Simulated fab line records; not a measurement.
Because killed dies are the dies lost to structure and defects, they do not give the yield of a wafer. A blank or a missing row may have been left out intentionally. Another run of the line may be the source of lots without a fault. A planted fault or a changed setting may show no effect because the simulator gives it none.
A struck lot beside a sound one :: flow sky130 :: 14 steps out of a route of 708
Sound: these wafers, L379.3, L379.4, L379.5. Wafers struck: L376.3, L376.4, L376.5. The cause is given at the end.
For every step that has rows: the tool of each side, followed by ch and its chambers, followed by its first start. Under that, the readings that differ: sound wafers :: struck wafers :: difference of the means :: sigmas: that difference in standard deviations of wafers without a fault.
alike: words and numbers the same on both sides, and readings whose means are apart by under 2 such deviations; not compared: readings that were withheld, readings missing a value for some wafer, numbers with overlapping values and no deviation given by the record, and bounds like >300 which may hide the same value.
The two part at a step that has a row with sigmas, a row that says differs or no value, or rows on one side only. When numbers do not overlap yet have no deviation, they are printed without sigmas and do not part them. A reading missing from all wafers of one side parts the sides only when that side holds two or more wafers.

SKY_CONTACT_THK_MEAS_01:
  sound on film_metro-03, day 35 15:14; struck on film_metro-03, day 34 11:14
  alike: CONTACT_CVD_00_THK
then, 1 step without rows for these wafers: SKY_CONTACT_HDPCVD_02 (deposits SiO2, target thk 565 nm, time 94.2 s).
SKY_CONTACT_THK_MEAS_03:
  sound on film_metro-04, day 35 15:22; struck on film_metro-04, day 34 11:22
reading: CONTACT_HDPCVD_THK (nm)
sound: 571 574 571
struck: 558 562 561
difference: -12
sigmas: -2
SKY_CONTACT_CMP_04: polishes SiO2.
  sound on cmp-02 ch 1,2,3, day 35 15:31; struck on cmp-01 ch 0,1,3, day 34 11:27
  alike: motor_current_A, time_to_endpoint_s
SKY_CONTACT_BOW_MEAS_05:
  sound on film_metro-03, day 35 15:45; struck on film_metro-03, day 34 11:44
  alike: CONTACT_BOW
then, 7 steps without rows for these wafers: SKY_CONTACT_DEHYDRATE_06 (time 60 s); SKY_CONTACT_HMDS_07 (prime time 60 s); SKY_CONTACT_COAT_08 (resist thk 60 nm); SKY_CONTACT_COAT_09 (resist thk 450 nm); SKY_CONTACT_SOFTBAKE_10 (time 90 s); SKY_CONTACT_EXPOSE_11 (exposes mask CTM1, target cd 170 nm); SKY_CONTACT_PEB_12.
SKY_CONTACT_DEVELOP_13: develop time 60 s.
  sound on litho_track-04 ch 0, day 36 17:00; struck on litho_track-01 ch 0, day 35 13:00
reading: developer_temp_C (C)
sound: 20.89 21.03 20.96
struck: 22.89 22.90 23.11
difference: +2.01
sigmas: +20
SKY_CONTACT_CD_MEAS_14 targets a cd of 170 nm.
  sound on cd_sem-01, day 36 17:47; struck on cd_sem-01, day 35 13:52
reading: cd_nm (nm)
sound: 169.4 168.8 169.5
struck: 174.1 172.0 172.4
difference: +3.6
sigmas: +2

## WHERE THEY PART
Earliest at SKY_CONTACT_THK_MEAS_03; latest, in this record, at SKY_CONTACT_CD_MEAS_14.

WHY: the cause the simulator had injected
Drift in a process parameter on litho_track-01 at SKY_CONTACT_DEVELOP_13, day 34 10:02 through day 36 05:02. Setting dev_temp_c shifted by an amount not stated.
